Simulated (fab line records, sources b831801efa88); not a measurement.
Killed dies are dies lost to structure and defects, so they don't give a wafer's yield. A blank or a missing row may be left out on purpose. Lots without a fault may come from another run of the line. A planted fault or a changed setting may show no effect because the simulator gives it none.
fab line records | flow gf180mcu
record lots=5 wafers=15 last_day=34
route steps=602 shown M1@325 V1@335 M2@362
lots that met no fault: from a run of the same line without faults
start_h: hours from the record's first day to the start of the lot's first wafer shown | wait_h: hours since the lot's step before | " the same as in the row above | L1.1+2: a row that stands for several wafers | - no value, or no start given | * or withheld: withheld | < > ~ a bound
route shown NAME@n: a module of which the file shows steps, and the number in the route of the first | usual: mean/standard deviation of fault-free wafers | same: alike in all rows | chamber/n: place in a boat | sites: the reading at each site | _std_site: their standard deviation | _edge_site: outer sites' mean less inner sites' | radius_mm: how far each site lies from the wafer's centre | mask NAME#n: copy n | behind: the tool/chamber that last shaped the wafer | hold: why the lot was held/for how many hours/how that ended | device: the transistor (n, p or np) that didn't switch | end of line: the same wafers' tests at the end of the route | a step without rows: its recipe alone | killed: dies lost to structure and defects at the first sort, not the wafer's yield | map: a wafer's dies, x killed, . not, _ none there
set.NAME: the setting as run; set.NAME@STEP: as run at that earlier step | model.NAME: the simulator's own value behind a step, which no gauge read
lots at some steps of the route; a table a step, a row a wafer
services: from which hour (start_h, from the record's first day; less than 0 if before it) a tool's chamber was out of use, for how many hours, and why
## steps
# step GF_M1_SOFTBAKE_10
# recipe temp_c=130 time_s=60 resist=KrF
# columns lot.wafer tool chamber start_h wait_h
L083.3+4+6 litho_track-04 0 465.91 0.1
L086.1+2+3 litho_track-04 0 482.91 0.1
L091.2+5+6 litho_track-01 0 526.52 0.1
L092.1+3+5 litho_track-04 0 531.46 0.1
L097.1+3+6 litho_track-02 0 571.00 0.1
# step GF_M1_EXPOSE_11
# recipe mask_id=Metal1 target_cd_nm=230 na=0.68 source_shape=conventional sigma_outer=0.6 dose_mj=28
# columns lot.wafer tool chamber start_h wait_h mask
L083.3+4+6 krf_scanner-01 0 - - Metal1#0
L086.1+2+3 krf_scanner-02 0 - - Metal1#0
L091.2+5+6 krf_scanner-01 0 - - Metal1#0
L092.1+3+5 krf_scanner-01 0 - - Metal1#0
L097.1+3+6 krf_scanner-01 0 - - Metal1#0
# step GF_M1_PEB_12
# recipe peb_temp_c=135 peb_time_s=93.52 resist=KrF
# usual plate_sensor_t_centre_C=136.13/0.0099 plate_sensor_t_edge_C=136.3/0.01
# columns lot.wafer tool chamber start_h wait_h plate_sensor_t_centre_C plate_sensor_t_edge_C
L083.3 litho_track-02 0 - - 136.13 136.31
L083.4 " 0 " " 136.12 136.3
L083.6 " 0 " " 136.15 136.29
L086.1 litho_track-04 0 - - 136.11 136.31
L086.2 " 0 " " 136.14 136.28
L086.3 " 0 " " 136.15 136.29
L091.2 litho_track-02 0 - - 136.14 136.29
L091.5 " 0 " " 136.15 136.29
L091.6 " 0 " " 136.14 136.29
L092.1 litho_track-04 0 - - 136.12 136.29
L092.3 " 0 " " 136.13 136.29
L092.5 " 0 " " 136.14 136.29
L097.1 litho_track-02 0 - - 136.12 136.3
L097.3 " 0 " " 136.12 136.31
L097.6 " 0 " " 136.11 136.3
# step GF_M1_DEVELOP_13
# recipe develop_time_s=60 dev_temp_c=21
# columns lot.wafer tool chamber start_h wait_h
L083.3+4+6 litho_track-02 0 478.15 0.1
L086.1+2+3 litho_track-04 0 494.26 0.2
L091.2+5+6 litho_track-02 0 537.68 0.2
L092.1+3+5 litho_track-04 0 542.46 0.2
L097.1+3+6 litho_track-02 0 581.75 0.2
# step GF_M1_CD_MEAS_14
# recipe target_cd_nm=230
# usual cd_nm=230.4/1.4
# columns lot.wafer tool chamber start_h wait_h cd_nm
L083.3 cd_sem-01 - 478.29 0.1 228.7
L083.4 " - " " 228.1
L083.6 " - " " 229.4
L086.1 cd_sem-02 - 494.41 0.1 230.4
L086.2 " - " " 229.0
L086.3 " - " " 230.6
L091.2 cd_sem-01 - 537.82 0.1 230.4
L091.5 " - " " 230.4
L091.6 " - " " 229.4
L092.1 cd_sem-02 - 542.61 0.1 231.9
L092.3 " - " " 232.3
L092.5 " - " " 232.8
L097.1 cd_sem-01 - 582.00 0.2 229.9
L097.3 " - " " 229.3
L097.6 " - " " 230.2
# step GF_M1_OVL_MEAS_15
# usual M1_OVL=0/5.9
# columns lot.wafer tool chamber start_h wait_h M1_OVL[nm]
L083.3 overlay-01 - 478.39 0.1 -5
L083.4 " - " " -5
L083.6 " - " " 2
L086.1 overlay-01 - 494.53 0.1 6
L086.2 " - " " 1
L086.3 " - " " -2
L091.2 overlay-02 - 537.93 0.1 4
L091.5 " - " " 4
L091.6 " - " " 7
L092.1 overlay-01 - 542.73 0.1 0
L092.3 " - " " 1
L092.5 " - " " -1
L097.1 overlay-01 - 582.12 0.1 -5
L097.3 " - " " 1
L097.6 " - " " -11
# step GF_M1_METAL_ETCH_16
# recipe chemistry=Cl2/BCl3 mask_material=KrF target_depth_nm=627.5 stop_on=SiO2 pressure_mtorr=8 icp_w=800 bias_w=140 Cl2_flow_sccm=80 bcl3_flow_sccm=40 time_s=104.6
# usual bcl3_flow_sccm=40.02/0.11 drypump_motor_current_A=5.6/0.43 oes_product_au=0.971/0.0066 throttle_valve_pct=28.252/0.011
# columns lot.wafer tool chamber start_h wait_h bcl3_flow_sccm drypump_motor_current_A oes_product_au rf_hours_counter_h throttle_valve_pct
L083.3 rie_metal-01 1 478.45 0.1 39.92 4.9 0.966 - 28.272
L083.4 " 0 " " 40.14 5.6 0.980 - 28.244
L083.6 " 0 " " 40.09 5.6 0.968 - 28.248
L086.1 rie_metal-01 0 494.57 0.0 40.02 5.6 0.968 4.8 28.246
L086.2 " 1 " " 39.91 4.9 0.963 7.0 28.261
L086.3 " 0 " " 39.83 5.6 0.973 - 28.237
L091.2 rie_metal-03 1 537.96 0.0 39.82 5.7 0.971 1.2 28.235
L091.5 " 1 " " 39.89 5.6 0.971 - 28.250
L091.6 " 0 " " 40.01 5.7 0.974 - 28.256
L092.1 rie_metal-03 0 542.77 0.0 40.18 5.7 0.973 8.6 28.247
L092.3 " 0 " " 40.11 5.7 0.977 - 28.253
L092.5 " 1 " " 40.13 5.7 0.965 - 28.256
L097.1 rie_metal-03 1 582.15 0.0 39.94 5.6 0.975 2.5 28.253
L097.3 " 0 " " 39.97 5.7 0.978 - 28.251
L097.6 " 1 " " 40.18 5.6 0.974 - 28.237
# step GF_M1_STRIP_17
# recipe chemistry=O2/N2 power_w=1400 pressure_mtorr=1500 platen_temp_c=250 o2_flow_sccm=3000 n2_flow_sccm=300 overash_fraction=0.5
# usual drypump_motor_current_A=5.65/0.15 heater_power_w=313/38 oes_product_au=0.557/0.0045 strip_time_to_endpoint_s=7.86/0.046
# columns lot.wafer tool chamber start_h wait_h drypump_motor_current_A heater_power_w oes_product_au rf_hours_counter_h strip_time_to_endpoint_s
L083.3 plasma_asher-01 1 478.55 0.1 5.88 315 0.556 - 7.86
L083.4 " 0 " " 5.72 309 0.559 - 7.87
L083.6 " 0 " " 5.75 303 0.553 - 7.82
L086.1 plasma_asher-01 0 494.68 0.1 5.75 298 0.557 74 7.74
L086.2 " 1 " " 5.87 320 0.551 74 7.81
L086.3 " 0 " " 5.77 309 0.551 - 7.74
L091.2 plasma_asher-04 0 538.07 0.1 5.45 268 0.554 45 7.81
L091.5 " 0 " " 5.44 262 0.552 - 7.86
L091.6 " 1 " " 5.57 350 0.552 - 7.87
L092.1 plasma_asher-04 1 542.88 0.1 5.56 343 0.559 45 7.84
L092.3 " 1 " " 5.56 351 0.564 - 7.89
L092.5 " 1 " " 5.56 343 0.556 - 7.80
L097.1 plasma_asher-03 1 582.26 0.1 5.68 267 0.563 16 7.85
L097.3 " 1 " " 5.67 268 0.557 - 7.88
L097.6 " 0 " " 5.81 353 0.548 - 7.87
# step GF_M1_STRIP_18
# recipe chemistry=post_etch_residue_remover time_s=1200 temp_c=72.5
# columns lot.wafer tool chamber start_h wait_h
L083.3+4+6 wet_bench-03 0 478.62 0.0
L086.1+2+3 wet_bench-02 0 494.78 0.1
L091.2+5+6 wet_bench-04 1 538.17 0.1
L092.1+3+5 wet_bench-03 1 542.98 0.1
L097.1+3+6 wet_bench-02 1 582.36 0.1
# step GF_M1_CLEAN_19
# recipe chemistry=DIW dry=n2_spin
# columns lot.wafer tool chamber start_h wait_h
L083.3+4+6 wet_bench-04 0 478.96 0.0
L086.1+2+3 wet_bench-04 3 495.12 0.0
L091.2+5+6 wet_bench-03 3 538.51 0.0
L092.1+3+5 wet_bench-02 3 543.32 0.0
L097.1+3+6 wet_bench-03 2 582.71 0.0
# step GF_V1_CVD_00
# recipe material=SiO2 target_thk_nm=600 sigma_open_frac=0.3 temp_c=400 time_s=100 sih4_flow_sccm=60 pressure_mtorr=6
# columns lot.wafer tool chamber start_h wait_h
L083.3+4+6 hdpcvd-01 2,1,0 479.05 0.0
L086.1+2+3 hdpcvd-01 1,0,2 495.22 0.0
L091.2+5+6 hdpcvd-02 1,1,2 538.60 0.0
L092.1+3+5 hdpcvd-02 2,1,0 543.42 0.0
L097.1+3+6 hdpcvd-02 1,0,2 582.80 0.0
# step GF_V1_THK_MEAS_01
# recipe reads=SiO2_of_V1_CVD_00
# usual V1_CVD_00_THK=599/5.9
# columns lot.wafer tool chamber start_h wait_h V1_CVD_00_THK[nm]
L083.3 film_metro-02 - 479.15 0.1 606
L083.4 " - " " 607
L083.6 " - " " 611
L086.1 film_metro-03 - 495.29 0.0 602
L086.2 " - " " 588
L086.3 " - " " 595
L091.2 film_metro-02 - 538.69 0.0 593
L091.5 " - " " 597
L091.6 " - " " 603
L092.1 film_metro-03 - 543.50 0.0 598
L092.3 " - " " 598
L092.5 " - " " 606
L097.1 film_metro-03 - 582.87 0.0 595
L097.3 " - " " 601
L097.6 " - " " 607
# step GF_V1_CVD_02
# recipe material=SiO2 target_thk_nm=850 precursor=TEOS temp_c=400 time_s=94.851 rf_w=600
# usual heater_power_w=639/120
# columns lot.wafer tool chamber start_h wait_h heater_power_w
L083.3 pecvd-04 1 479.19 0.0 486
L083.4 " 1 " " 532
L083.6 " 0 " " 628
L086.1 pecvd-04 1 495.35 0.1 465
L086.2 " 0 " " 764
L086.3 " 2 " " 776
L091.2 pecvd-02 1 538.74 0.0 878
L091.5 " 2 " " 662
L091.6 " 1 " " 713
L092.1 pecvd-04 0 543.56 0.1 686
L092.3 " 1 " " 473
L092.5 " 2 " " 613
L097.1 pecvd-01 2 582.93 0.1 518
L097.3 " 0 " " 472
L097.6 " 1 " " 587
# step GF_V1_THK_MEAS_03
# recipe reads=SiO2_of_V1_CVD_02
# usual V1_CVD_02_THK=847/11
# columns lot.wafer tool chamber start_h wait_h V1_CVD_02_THK[nm]
L083.3 film_metro-03 - 479.28 0.1 848
L083.4 " - " " 839
L083.6 " - " " 850
L086.1 film_metro-03 - 495.42 0.0 839
L086.2 " - " " 838
L086.3 " - " " 834
L091.2 film_metro-02 - 538.82 0.0 830
L091.5 " - " " 869
L091.6 " - " " 845
L092.1 film_metro-02 - 543.62 0.0 856
L092.3 " - " " 835
L092.5 " - " " 853
L097.1 film_metro-03 - 583.00 0.0 863
L097.3 " - " " 855
L097.6 " - " " 857
# step GF_V1_CMP_04
# recipe material=SiO2 down_force_psi=4 platen_rpm=60 pad_velocity_m_s=0.94248
# usual motor_current_A=12.0/1.1 slurry_flow_ml_min=150.1/0.46 time_to_endpoint_s=79/5.1
# columns lot.wafer tool chamber start_h wait_h motor_current_A slurry_flow_ml_min time_to_endpoint_s
L083.3 cmp-02 2 479.37 0.1 11.8 150.0 77
L083.4 " 0 " " 12.2 150.7 76
L083.6 " 2 " " 11.7 149.7 79
L086.3 cmp-02 0 495.48 0.0 12.3 150.2 74
L086.2 " 1 " " 13.3 150.3 75
L086.1 " 3 " " 13.7 149.8 77
L091.2 cmp-01 2 538.92 0.1 10.1 149.9 70
L091.5 " 1 " " 12.4 150.3 84
L091.6 " 2 " " 9.8 149.8 81
L092.3 cmp-02 0 543.78 0.1 12.9 150.2 71
L092.1 " 1 " " 13.5 149.9 78
L092.5 " 2 " " 12.1 150.1 80
L097.3 cmp-01 2 583.16 0.1 9.2 150.3 82
L097.1 " 3 " " 10.9 150.0 84
L097.6 " 1 " " 12.4 149.2 83
# step GF_V1_BOW_MEAS_05
# recipe mode=bow
# usual V1_BOW=85/8.7
# columns lot.wafer tool chamber start_h wait_h V1_BOW[um]
L083.3 film_metro-02 - 479.66 0.2 80
L083.4 " - " " 84
L083.6 " - " " 81
L086.1 film_metro-03 - 495.78 0.1 88
L086.2 " - " " 81
L086.3 " - " " 83
L091.2 film_metro-03 - 539.19 0.2 79
L091.5 " - " " 90
L091.6 " - " " 84
L092.1 film_metro-03 - 543.98 0.1 84
L092.3 " - " " 84
L092.5 " - " " 82
L097.1 film_metro-02 - 583.36 0.1 85
L097.3 " - " " 79
L097.6 " - " " 79
# step GF_V1_DEHYDRATE_06
# recipe temp_c=200 time_s=60
# columns lot.wafer tool chamber start_h wait_h
L083.3+4+6 litho_track-01 0 490.50 10.8
L086.1+2+3 litho_track-04 0 507.06 11.3
L091.2+5+6 litho_track-03 0 549.90 10.7
L092.1+3+5 litho_track-03 0 554.58 10.6
L097.1+3+6 litho_track-03 0 593.13 9.7
# step GF_V1_HMDS_07
# recipe prime_time_s=60 prime_temp_c=120
# columns lot.wafer tool chamber start_h wait_h
L083.3+4+6 litho_track-01 0 490.65 0.1
L086.1+2+3 litho_track-04 0 507.21 0.1
L091.2+5+6 litho_track-03 0 550.05 0.1
L092.1+3+5 litho_track-03 0 554.73 0.1
L097.1+3+6 litho_track-03 0 593.28 0.1
# step GF_V1_COAT_08
# recipe resist=BARC temp_c=withheld time_s=withheld spin_rpm=withheld resist_thk_nm=withheld
# columns lot.wafer tool chamber start_h wait_h
L083.3+4+6 litho_track-01 0 490.80 0.1
L086.1+2+3 litho_track-04 0 507.36 0.1
L091.2+5+6 litho_track-03 0 550.20 0.1
L092.1+3+5 litho_track-03 0 554.88 0.1
L097.1+3+6 litho_track-03 0 593.43 0.1
# step GF_V1_COAT_09
# recipe resist=KrF spin_rpm=withheld resist_thk_nm=1000
# columns lot.wafer tool chamber start_h wait_h
L083.3+4+6 litho_track-01 0 - -
L086.1+2+3 litho_track-04 0 - -
L091.2+5+6 litho_track-03 0 - -
L092.1+3+5 litho_track-03 0 - -
L097.1+3+6 litho_track-03 0 - -
# step GF_V1_SOFTBAKE_10
# recipe temp_c=130 time_s=60 resist=KrF
# columns lot.wafer tool chamber start_h wait_h
L083.3+4+6 litho_track-01 0 - -
L086.1+2+3 litho_track-04 0 - -
L091.2+5+6 litho_track-03 0 - -
L092.1+3+5 litho_track-03 0 - -
L097.1+3+6 litho_track-03 0 - -
# step GF_V1_EXPOSE_11
# recipe mask_id=Via1 target_cd_nm=260 na=0.68 source_shape=conventional sigma_outer=0.6 dose_mj=38
# columns lot.wafer tool chamber start_h wait_h mask
L083.3+4+6 krf_scanner-01 0 - - Via1#0
L086.1+2+3 krf_scanner-01 0 - - Via1#0
L091.2+5+6 krf_scanner-02 0 - - Via1#0
L092.1+3+5 krf_scanner-02 0 - - Via1#0
L097.1+3+6 krf_scanner-01 0 - - Via1#0
# step GF_V1_PEB_12
# recipe peb_temp_c=135 peb_time_s=90 resist=KrF
# columns lot.wafer tool chamber start_h wait_h
L083.3+4+6 litho_track-03 0 - -
L086.1+2+3 litho_track-01 0 - -
L091.2+5+6 litho_track-01 0 - -
L092.1+3+5 litho_track-01 0 - -
L097.1+3+6 litho_track-04 0 - -
# step GF_V1_DEVELOP_13
# recipe develop_time_s=60 resist=KrF dev_temp_c=21
# columns lot.wafer tool chamber start_h wait_h
L083.3+4+6 litho_track-03 0 503.18 0.1
L086.1+2+3 litho_track-01 0 518.65 0.2
L091.2+5+6 litho_track-01 0 560.92 0.2
L092.1+3+5 litho_track-01 0 565.40 0.2
L097.1+3+6 litho_track-04 0 604.41 0.2
# step GF_V1_CD_MEAS_14
# recipe target_cd_nm=260
# usual cd_nm=260.1/1.3
# columns lot.wafer tool chamber start_h wait_h cd_nm
L083.3 cd_sem-02 - 503.32 0.1 259.5
L083.4 " - " " 259.2
L083.6 " - " " 259.9
L086.1 cd_sem-01 - 518.80 0.1 258.9
L086.2 " - " " 258.9
L086.3 " - " " 258.9
L091.2 cd_sem-02 - 561.07 0.1 262.5
L091.5 " - " " 261.9
L091.6 " - " " 262.0
L092.1 cd_sem-02 - 565.55 0.1 260.0
L092.3 " - " " 259.6
L092.5 " - " " 259.5
L097.1 cd_sem-02 - 604.56 0.1 259.9
L097.3 " - " " 260.1
L097.6 " - " " 259.7
# step GF_V1_OVL_MEAS_15
# usual V1_OVL=3/6.2
# columns lot.wafer tool chamber start_h wait_h V1_OVL[nm]
L083.3 overlay-02 - 503.41 0.1 6
L083.4 " - " " 11
L083.6 " - " " 13
L086.1 overlay-02 - 518.92 0.1 -1
L086.2 " - " " 6
L086.3 " - " " -2
L091.2 overlay-02 - 561.18 0.1 -3
L091.5 " - " " 5
L091.6 " - " " 3
L092.1 overlay-02 - 565.67 0.1 4
L092.3 " - " " -5
L092.5 " - " " 1
L097.1 overlay-01 - 604.68 0.1 5
L097.3 " - " " 0
L097.6 " - " " 5
# step GF_V1_ETCH_16
# recipe chemistry=N2/H2 target_depth_a=withheld overetch_a=withheld time_s=withheld target=BARC ion_energy_ev=200 source_w=500 bias_w=100 pressure_mtorr=30 n2_flow_sccm=100 h2_flow_sccm=200
# usual drypump_motor_current_A=5.8/0.37 oes_product_au=0.854/0.0051 throttle_valve_pct=13.226/0.0087
# columns lot.wafer tool chamber start_h wait_h drypump_motor_current_A oes_product_au throttle_valve_pct
L083.3 rie_diel-03 1 503.43 0.0 5.4 0.853 13.231
L083.4 " 0 " " 5.8 0.865 13.236
L083.6 " 0 " " 5.8 0.850 13.223
L086.1 rie_diel-03 1 518.96 0.0 5.4 0.853 13.214
L086.2 " 2 " " 5.4 0.859 13.224
L086.3 " 0 " " 5.8 0.844 13.222
L091.2 rie_diel-02 0 561.21 0.0 6.1 0.861 13.226
L091.5 " 2 " " 5.9 0.858 13.229
L091.6 " 3 " " 5.9 0.855 13.222
L092.1 rie_diel-03 2 565.70 0.0 5.4 0.857 13.232
L092.3 " 0 " " 5.8 0.849 13.226
L092.5 " 3 " " 5.0 0.854 13.223
L097.1 rie_diel-02 1 604.72 0.0 5.7 0.843 13.221
L097.3 " 3 " " 5.9 0.849 13.229
L097.6 " 2 " " 5.9 0.851 13.232
# step GF_V1_ETCH_17
# recipe chemistry=C4F8/O2/Ar mask_material=KrF target=SiO2 stop_on=TiN source_w=1500 bias_w=1200 pressure_mtorr=40 c4f8_flow_sccm=withheld O2_flow_sccm=6 Ar_flow_sccm=300 time_s=withheld target_depth_a=6300
# usual oes_product_au=0.856/0.0043
# columns lot.wafer tool chamber start_h wait_h oes_product_au
L083.3 rie_diel-03 1 - - 0.856
L083.4 " 0 " " 0.857
L083.6 " 0 " " 0.848
L086.1 rie_diel-03 1 - - 0.868
L086.2 " 2 " " 0.852
L086.3 " 0 " " 0.855
L091.2 rie_diel-02 0 - - 0.853
L091.5 " 2 " " 0.856
L091.6 " 3 " " 0.853
L092.1 rie_diel-03 2 - - 0.849
L092.3 " 0 " " 0.857
L092.5 " 3 " " 0.861
L097.1 rie_diel-02 1 - - 0.855
L097.3 " 3 " " 0.859
L097.6 " 2 " " 0.859
# step GF_V1_STRIP_18
# recipe chemistry=O2/N2 power_w=1400 pressure_mtorr=1500 platen_temp_c=250 o2_flow_sccm=3000 n2_flow_sccm=300 overash_fraction=0.5
# usual drypump_motor_current_A=6.1/0.45 heater_power_w=330/34 oes_product_au=0.593/0.0045
# columns lot.wafer tool chamber start_h wait_h drypump_motor_current_A heater_power_w oes_product_au rf_hours_counter_h
L083.3 plasma_asher-02 1 503.60 - 6.5 362 0.586 -
L083.4 " 0 " " 6.8 361 0.587 -
L083.6 " 1 " " 6.5 347 0.602 -
L086.1 plasma_asher-02 1 519.08 - 6.5 364 0.590 85
L086.2 " 0 " " 6.8 363 0.593 85
L086.3 " 1 " " 6.6 354 0.588 -
L091.2 plasma_asher-03 0 561.33 - 5.8 363 0.587 14
L091.5 " 0 " " 5.8 362 0.587 -
L091.6 " 1 " " 5.7 268 0.598 -
L092.1 plasma_asher-01 1 565.83 - 5.9 313 0.593 82
L092.3 " 0 " " 5.8 296 0.595 -
L092.5 " 1 " " 5.9 332 0.592 -
L097.1 plasma_asher-02 0 604.85 - 6.8 354 0.594 93
L097.3 " 1 " " 6.5 356 0.589 -
L097.6 " 0 " " 6.9 352 0.592 -
# step GF_V1_STRIP_19
# recipe chemistry=post_etch_residue_remover time_s=1200 temp_c=72.5
# columns lot.wafer tool chamber start_h wait_h
L083.3+4+6 wet_bench-01 3 503.66 0.0
L086.1+2+3 wet_bench-04 3 519.18 0.1
L091.2+5+6 wet_bench-02 2 561.43 0.1
L092.1+3+5 wet_bench-02 1 565.93 0.1
L097.1+3+6 wet_bench-02 1 604.95 0.1
# step GF_V1_CLEAN_20
# recipe chemistry=DIW dry=n2_spin
# columns lot.wafer tool chamber start_h wait_h
L083.3+4+6 wet_bench-04 3 504.00 0.0
L086.1+2+3 wet_bench-02 1 519.56 0.0
L091.2+5+6 wet_bench-04 3 561.78 0.0
L092.1+3+5 wet_bench-04 1 566.28 0.0
L097.1+3+6 wet_bench-02 0 605.29 0.0
# step GF_V1_SPUTTER_21
# recipe material=Ti target_thk_nm=15 chamber_pressure_pa=4.79 power_w=2500 substrate_temp_c=200 time_s=80.02
# usual throttle_valve_pct=29.6/1.1
# columns lot.wafer tool chamber start_h wait_h throttle_valve_pct
L083.3 pvd_sputter-02 - 504.10 0.0 29.6
L083.4 " - " " 30.0
L083.6 " - " " 27.8
L086.1 pvd_sputter-01 - 519.65 0.0 28.9
L086.2 " - " " 28.4
L086.3 " - " " 29.6
L091.2 pvd_sputter-02 - 561.88 0.0 28.1
L091.5 " - " " 27.9
L091.6 " - " " 30.1
L092.1 pvd_sputter-01 - 566.38 0.0 29.2
L092.3 " - " " 28.5
L092.5 " - " " 29.7
L097.1 pvd_sputter-03 - 605.38 0.0 30.5
L097.3 " - " " 28.3
L097.6 " - " " 32.1
# step GF_V1_SPUTTER_22
# recipe material=TiN target_thk_nm=10 chamber_pressure_pa=5 power_w=4000 time_s=40
# usual throttle_valve_pct=29.7/1.1
# columns lot.wafer tool chamber start_h wait_h throttle_valve_pct
L083.3 pvd_sputter-02 - 504.16 0.0 29.4
L083.4 " - " " 29.6
L083.6 " - " " 28.0
L086.1 pvd_sputter-01 - 519.71 0.0 29.2
L086.2 " - " " 28.4
L086.3 " - " " 30.1
L091.2 pvd_sputter-02 - 561.94 0.0 27.8
L091.5 " - " " 28.1
L091.6 " - " " 30.3
L092.1 pvd_sputter-01 - 566.44 0.0 29.1
L092.3 " - " " 28.7
L092.5 " - " " 30.0
L097.1 pvd_sputter-03 - 605.44 0.0 30.7
L097.3 " - " " 28.6
L097.6 " - " " 32.2
# step GF_V1_CVD_23
# recipe material=W target_thk_nm=350 time_s=105.05 temp_c=400 pressure_torr=40
# usual heater_power_w=980/110
# columns lot.wafer tool chamber start_h wait_h heater_power_w
L083.3 cvd_w-01 1 504.23 0.1 1163
L083.4 " 0 " " 1005
L083.6 " 1 " " 1173
L086.1 cvd_w-01 0 519.75 0.0 1030
L086.2 " 1 " " 1183
L086.3 " 0 " " 1002
L091.2 cvd_w-02 1 561.98 0.0 882
L091.5 " 0 " " 865
L091.6 " 1 " " 881
L092.1 cvd_w-01 1 566.48 0.0 1169
L092.3 " 0 " " 1025
L092.5 " 0 " " 1034
L097.1 cvd_w-01 0 605.48 0.0 1054
L097.3 " 0 " " 1036
L097.6 " 1 " " 1187
# step GF_V1_RS_MEAS_24
# recipe thk_meas_gauge=four-point-probe reads=W_of_V1_CVD_23+TiN_of_V1_SPUTTER_22+Ti_of_V1_SPUTTER_21
# usual V1_W_RS=0.328/0.0035
# columns lot.wafer tool chamber start_h wait_h V1_W_RS[ohm/sq]
L083.3 film_metro-03 - 504.35 0.1 0.323
L083.4 " - " " 0.332
L083.6 " - " " 0.326
L086.1 film_metro-02 - 519.86 0.1 0.331
L086.2 " - " " 0.326
L086.3 " - " " 0.332
L091.2 film_metro-02 - 562.11 0.1 0.333
L091.5 " - " " 0.331
L091.6 " - " " 0.332
L092.1 film_metro-02 - 566.59 0.1 0.326
L092.3 " - " " 0.333
L092.5 " - " " 0.333
L097.1 film_metro-03 - 605.59 0.1 0.328
L097.3 " - " " 0.326
L097.6 " - " " 0.326
# step GF_V1_THK_MEAS_25
# recipe thk_meas_gauge=xrf reads=W_of_V1_CVD_23
# usual V1_W_THK=376/5
# columns lot.wafer tool chamber start_h wait_h V1_W_THK[nm]
L083.3 film_metro-03 - 504.45 0.1 377
L083.4 " - " " 368
L083.6 " - " " 375
L086.1 film_metro-02 - 519.98 0.1 371
L086.2 " - " " 379
L086.3 " - " " 371
L091.2 film_metro-02 - 562.22 0.1 370
L091.5 " - " " 374
L091.6 " - " " 372
L092.1 film_metro-02 - 566.71 0.1 378
L092.3 " - " " 370
L092.5 " - " " 369
L097.1 film_metro-03 - 605.71 0.1 375
L097.3 " - " " 378
L097.6 " - " " 379
# step GF_V1_CMP_26
# recipe stop_on=SiO2 down_force_psi=3.5 platen_rpm=60 t_overpolish_s=15 target_thk_nm=0 pad_velocity_m_s=0.94248
# usual motor_current_A=10.9/1 overpolish_run_s=15.001/0.0094 slurry_flow_ml_min=150.0/0.47 time_to_endpoint_s=86/3.7
# columns lot.wafer tool chamber start_h wait_h motor_current_A overpolish_run_s slurry_flow_ml_min time_to_endpoint_s
L083.3 cmp-01 1 504.54 0.1 11.5 15.001 150.2 86
L083.4 " 2 " " 9.3 15.008 150.1 88
L083.6 " 1 " " 11.3 14.987 150.0 88
L086.2 cmp-02 3 520.04 0.0 12.1 14.996 150.1 86
L086.3 " 1 " " 12.4 15.020 149.0 81
L086.1 " 2 " " 11.0 15.017 149.7 83
L091.2 cmp-02 1 562.37 0.1 11.9 15.013 150.4 74
L091.5 " 3 " " 12.0 14.992 149.4 81
L091.6 " 0 " " 11.6 14.998 149.8 79
L092.1 cmp-01 2 566.82 0.1 8.5 15.009 150.2 93
L092.3 " 3 " " 10.0 14.998 151.0 86
L092.5 " 1 " " 11.6 14.995 149.8 87
L097.1 cmp-01 3 605.77 0.1 10.5 14.976 150.3 86
L097.3 " 0 " " 10.9 15.000 150.1 79
L097.6 " 3 " " 10.2 15.003 149.2 82
# step GF_M2_SPUTTER_00
# recipe material=Ti target_thk_nm=37.5 arriving_ion_energy_ev=80 substrate_temp_c=200 chamber_pressure_pa=2 power_w=4000 time_s=150
# usual throttle_valve_pct=30.0/0.95
# columns lot.wafer tool chamber start_h wait_h throttle_valve_pct
L083.3 pvd_sputter-04 - 504.79 0.2 30.2
L083.4 " - " " 29.3
L083.6 " - " " 30.5
L086.1 pvd_sputter-04 - 520.34 0.1 30.7
L086.2 " - " " 30.4
L086.3 " - " " 30.4
L091.2 pvd_sputter-02 - 562.57 0.1 29.7
L091.5 " - " " 29.6
L091.6 " - " " 29.8
L092.1 pvd_sputter-03 - 567.07 0.2 30.5
L092.3 " - " " 28.9
L092.5 " - " " 30.4
L097.1 pvd_sputter-03 - 606.07 0.2 32.0
L097.3 " - " " 28.7
L097.6 " - " " 32.3
# step GF_M2_SPUTTER_01
# recipe material=TiN target_thk_nm=30 power_w=6500 time_s=25 chamber_pressure_pa=0.4
# usual throttle_valve_pct=29.9/0.98
# columns lot.wafer tool chamber start_h wait_h throttle_valve_pct
L083.3 pvd_sputter-04 - 504.89 0.1 30.1
L083.4 " - " " 29.3
L083.6 " - " " 30.5
L086.1 pvd_sputter-04 - 520.44 0.1 30.5
L086.2 " - " " 30.5
L086.3 " - " " 30.2
L091.2 pvd_sputter-02 - 562.67 0.1 29.8
L091.5 " - " " 29.5
L091.6 " - " " 29.8
L092.1 pvd_sputter-03 - 567.17 0.1 30.3
L092.3 " - " " 28.6
L092.5 " - " " 30.1
L097.1 pvd_sputter-03 - 606.17 0.1 32.2
L097.3 " - " " 28.5
L097.6 " - " " 32.1
# step GF_M2_SPUTTER_02
# recipe material=AlCu target_thk_nm=450 power_w=10600 time_s=23.9 chamber_pressure_pa=0.4
# usual throttle_valve_pct=30.0/0.97
# columns lot.wafer tool chamber start_h wait_h throttle_valve_pct
L083.3 pvd_sputter-04 - 504.92 0.0 30.4
L083.4 " - " " 29.5
L083.6 " - " " 30.8
L086.1 pvd_sputter-04 - 520.47 0.0 30.8
L086.2 " - " " 30.6
L086.3 " - " " 30.1
L091.2 pvd_sputter-02 - 562.70 0.0 29.8
L091.5 " - " " 29.5
L091.6 " - " " 29.5
L092.1 pvd_sputter-03 - 567.20 0.0 30.1
L092.3 " - " " 28.8
L092.5 " - " " 30.1
L097.1 pvd_sputter-03 - 606.20 0.0 32.2
L097.3 " - " " 28.8
L097.6 " - " " 32.2
## services
# columns tool chamber start_h hours kind
rie_metal-03 - 464.08 14.6 pm
cmp-01 - 466.70 1.0 repair
krf_scanner-02 - 467.23 4.0 pm
pecvd-04 - 469.33 5.5 pm
cmp-01 - 480.65 5.1 repair
pvd_sputter-04 - 482.27 6.6 repair
pvd_sputter-03 - 488.34 3.2 repair
krf_scanner-02 - 503.98 0.8 pm
rie_diel-03 3 507.00 6.6 repair
pvd_sputter-02 - 509.57 7.5 repair
pvd_sputter-04 - 513.08 6.4 repair
cmp-01 - 520.06 1.1 repair
krf_scanner-01 - 522.62 1.0 pm
rie_diel-02 2 527.16 8.1 repair
krf_scanner-01 - 527.85 1.3 pm
pvd_sputter-01 - 532.12 3.2 repair
pvd_sputter-02 - 538.51 15.4 repair
rie_diel-03 3 547.20 6.3 repair
pvd_sputter-01 - 548.85 2.0 repair
krf_scanner-01 - 559.06 1.2 repair
rie_diel-03 - 562.89 2.8 pm
cmp-01 - 572.11 4.0 pm
krf_scanner-01 - 575.05 0.8 pm
rie_diel-02 - 597.28 2.8 pm
## key
fault none
